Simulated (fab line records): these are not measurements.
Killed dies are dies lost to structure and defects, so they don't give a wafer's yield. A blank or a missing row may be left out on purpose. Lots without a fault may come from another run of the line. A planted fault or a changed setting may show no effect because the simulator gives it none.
Which tool is to blame? + flow sky130 + 30 wafers from 10 lots sampled at 6 of the route's 708 steps

== WHAT EACH GAUGE READ, for each wafer ==
SKY_LOCAL_INTERCONNECT_RS_MEAS_01: measurement is done with a four-point probe. Usual: LOCAL_INTERCONNECT_TIN_RS gives 14.09 ohm/sq (standard deviation 0.12).
| lot  | measured     | on            | LOCAL_INTERCONNECT_TIN_RS (ohm/sq) | flag |
|------|--------------|---------------|------------------------------------|------|
| L825 | day 29 16:48 | film_metro-01 | 13.97 14.12 13.93                  |      |
| L827 | day 30 01:07 | film_metro-01 | 14.19 14.27 14.16                  |      |
| L829 | day 31 10:19 | film_metro-04 | 14.08 13.94 13.96                  |      |
| L834 | day 32 19:29 | film_metro-01 | 14.04 13.92 14.00                  |      |
| L835 | day 33 07:38 | film_metro-04 | 14.19 14.66 14.21                  |      |
| L836 | day 33 11:17 | film_metro-01 | 13.94 14.92 14.24                  |      |
| L838 | day 34 02:49 | film_metro-04 | 14.14 14.11 14.12                  |      |
| L840 | day 34 21:33 | film_metro-04 | 14.09 14.14 14.02                  |      |
| L844 | day 35 16:11 | film_metro-04 | 13.92 13.94 13.85                  |      |
| L846 | day 36 12:41 | film_metro-04 | 14.04 14.17 14.20                  |      |

SKY_LOCAL_INTERCONNECT_THK_MEAS_02: measures by xrf. Usual: LOCAL_INTERCONNECT_TIN_THK gives 99.2 nm (standard deviation 1).
| lot  | measured     | on            | LOCAL_INTERCONNECT_TIN_THK (nm) | flag |
|------|--------------|---------------|---------------------------------|------|
| L825 | day 29 16:55 | film_metro-01 | 99.4 98.7 100.3                 |      |
| L827 | day 30 01:13 | film_metro-01 | 98.5 98.0 98.2                  |      |
| L829 | day 31 10:26 | film_metro-04 | 100.4 101.5 101.2               |      |
| L834 | day 32 19:37 | film_metro-01 | 98.8 100.0 99.7                 |      |
| L835 | day 33 07:44 | film_metro-04 | 99.2 96.2 99.0                  |      |
| L836 | day 33 11:25 | film_metro-01 | 99.9 93.5 97.9                  |      |
| L838 | day 34 02:56 | film_metro-04 | 99.7 99.8 99.2                  |      |
| L840 | day 34 21:39 | film_metro-04 | 100.3 99.5 100.4                |      |
| L844 | day 35 16:17 | film_metro-04 | 99.5 99.7 100.9                 |      |
| L846 | day 36 12:48 | film_metro-04 | 98.7 98.3 97.7                  |      |

SKY_METAL2_THK_MEAS_06: measures by xrf. Usual: METAL2_ALCU_THK gives 245 nm (standard deviation 3.1).
| lot  | measured     | on            | METAL2_ALCU_THK (nm) | flag |
|------|--------------|---------------|----------------------|------|
| L825 | day 34 10:53 | film_metro-04 | 250 245 245          |      |
| L827 | day 34 19:13 | film_metro-04 | 246 244 246          |      |
| L829 | day 36 03:13 | film_metro-04 | 246 251 247          |      |
| L834 | day 37 11:55 | film_metro-04 | 243 244 243          |      |
| L835 | day 37 23:27 | film_metro-03 | 244 242 240          |      |
| L836 | day 38 02:33 | film_metro-03 | 243 245 242          |      |
| L838 | day 38 18:29 | film_metro-04 | 241 245 243          |      |
| L840 | day 39 10:28 | film_metro-04 | 245 246 242          |      |
| L844 | day 40 03:46 | film_metro-01 | 243 239 241          |      |
| L846 | day 41 01:01 | film_metro-01 | 244 246 246          |      |

SKY_VIA4_THK_MEAS_01. Usual: VIA4_HDPCVD_THK gives 1754 nm (standard deviation 17).
| lot  | measured     | on            | VIA4_HDPCVD_THK (nm) | flag |
|------|--------------|---------------|----------------------|------|
| L825 | day 42 05:52 | film_metro-04 | 1712 1728 1713       |      |
| L827 | day 42 12:14 | film_metro-01 | 1744 1728 1763       |      |
| L829 | day 43 17:21 | film_metro-02 | 1775 1777 1764       |      |
| L834 | day 44 20:52 | film_metro-04 | 1793 1740 1746       |      |
| L835 | day 45 07:37 | film_metro-02 | 1749 1739 1730       |      |
| L836 | day 45 09:37 | film_metro-04 | 1780 1738 1765       |      |
| L838 | day 45 22:51 | film_metro-04 | 1762 1766 1769       |      |
| L840 | day 46 12:56 | film_metro-01 | 1748 1755 1780       |      |
| L844 | day 47 01:20 | film_metro-02 | 1760 1768 1743       |      |
| L846 | day 47 18:59 | film_metro-01 | 1751 1754 1766       |      |

== WHICH TOOL RAN EACH LOT (tool, then ch and the chambers of the sampled wafers, then the start) ==
| lot  | SKY_LOCAL_INTERCONNECT_SPUTTER_00 | SKY_LOCAL_INTERCONNECT_METAL_ETCH_14 |
|------|-----------------------------------|--------------------------------------|
| L825 | pvd_sputter-01, day 29 16:44      | rie_metal-02 ch 0,1, day 30 21:01    |
| L827 | pvd_sputter-04, day 30 00:59      | rie_metal-02 ch 0,1, day 31 05:13    |
| L829 | pvd_sputter-04, day 31 10:14      | rie_metal-01 ch 0,1, day 32 13:55    |
| L834 | pvd_sputter-02, day 32 19:25      | rie_metal-01 ch 0,1, day 33 22:40    |
| L835 | pvd_sputter-04, day 33 07:32      | rie_metal-03 ch 0,1, day 34 09:43    |
| L836 | pvd_sputter-04, day 33 11:14      | rie_metal-02 ch 0,1, day 34 13:47    |
| L838 | pvd_sputter-01, day 34 02:44      | rie_metal-03 ch 0,1, day 35 06:04    |
| L840 | pvd_sputter-01, day 34 21:26      | rie_metal-03 ch 0,1, day 36 00:23    |
| L844 | pvd_sputter-01, day 35 16:05      | rie_metal-01 ch 0,1, day 36 18:35    |
| L846 | pvd_sputter-01, day 36 12:37      | rie_metal-01 ch 0,1, day 37 15:26    |
- SKY_LOCAL_INTERCONNECT_SPUTTER_00: material TiN, target thk 100 nm, time 83.3 s.
- SKY_LOCAL_INTERCONNECT_METAL_ETCH_14: etches TiN in Cl2/BCl3, stops on PSG, target depth 110 nm, time 31.4 s.

== WHAT THE TOOLS THEMSELVES READ (means of the sampled wafers that have a number; where no wafer has one, the mark that the record gives instead) ==
SKY_LOCAL_INTERCONNECT_SPUTTER_00. Usual: 30.1 % for throttle_valve_pct, sd 1.4.
| lot  | tool           | throttle_valve_pct (%) | flag |
|------|----------------|------------------------|------|
| L825 | pvd_sputter-01 | 30.8                   |      |
| L827 | pvd_sputter-04 | 28.5                   |      |
| L829 | pvd_sputter-04 | 30.3                   |      |
| L834 | pvd_sputter-02 | 29.2                   |      |
| L835 | pvd_sputter-04 | 30.0                   |      |
| L836 | pvd_sputter-04 | 28.7                   |      |
| L838 | pvd_sputter-01 | 30.4                   |      |
| L840 | pvd_sputter-01 | 31.4                   |      |
| L844 | pvd_sputter-01 | 31.4                   |      |
| L846 | pvd_sputter-01 | 30.6                   |      |

SKY_LOCAL_INTERCONNECT_METAL_ETCH_14. Usual: bcl3_flow_sccm 30.00 sccm, standard deviation 0.11; bias_w 48.48 W, standard deviation 0.14; drypump_motor_current_A 6.3 A, standard deviation 0.38; oes_product_au 0.943 a.u., standard deviation 0.0071; throttle_valve_pct 21.899 %, standard deviation 0.0094.
| lot  | tool         | bcl3_flow_sccm (sccm) | bias_w (W) | drypump_motor_current_A (A) | oes_product_au (a.u.) | throttle_valve_pct (%) | flag |
|------|--------------|-----------------------|------------|-----------------------------|-----------------------|------------------------|------|
| L825 | rie_metal-02 | 30.07                 | 48.46      | 6.5                         | 0.947                 | 21.897                 |      |
| L827 | rie_metal-02 | 30.00                 | 48.54      | 6.4                         | 0.940                 | 21.900                 |      |
| L829 | rie_metal-01 | 29.96                 | 48.45      | 6.0                         | 0.946                 | 21.895                 |      |
| L834 | rie_metal-01 | 29.93                 | 48.42      | 6.1                         | 0.948                 | 21.897                 |      |
| L835 | rie_metal-03 | 29.98                 | 48.34      | 6.1                         | 0.934                 | 21.915                 |      |
| L836 | rie_metal-02 | 29.91                 | 48.62      | 6.4                         | 0.932                 | 21.905                 |      |
| L838 | rie_metal-03 | 29.99                 | 48.38      | 6.4                         | 0.941                 | 21.906                 |      |
| L840 | rie_metal-03 | 30.04                 | 48.57      | 6.1                         | 0.938                 | 21.904                 |      |
| L844 | rie_metal-01 | 29.91                 | 48.60      | 6.1                         | 0.954                 | 21.895                 |      |
| L846 | rie_metal-01 | 30.11                 | 48.45      | 6.0                         | 0.941                 | 21.897                 |      |

== THE ANSWER, worked out from the rows above alone ==
Rule: a lot is off if the mean of its wafers that have a number lies more than 3 standard deviations from the usual mean. A lot without any number at a reading at which 4 lots or more have one is off too. Where the step has rows for the other lots, those lots are counted as sound. After the gauges, taken in route order, come the tools' own readings; for these a lot's mean is taken, as printed above. At the first step where some lot is off, the reading lying furthest off is the one used; lots without a number count as furthest.
Nothing can be told from this: no lot is off at any reading shown.

== WHAT HAD BEEN PUT IN BY THE SIMULATOR ==
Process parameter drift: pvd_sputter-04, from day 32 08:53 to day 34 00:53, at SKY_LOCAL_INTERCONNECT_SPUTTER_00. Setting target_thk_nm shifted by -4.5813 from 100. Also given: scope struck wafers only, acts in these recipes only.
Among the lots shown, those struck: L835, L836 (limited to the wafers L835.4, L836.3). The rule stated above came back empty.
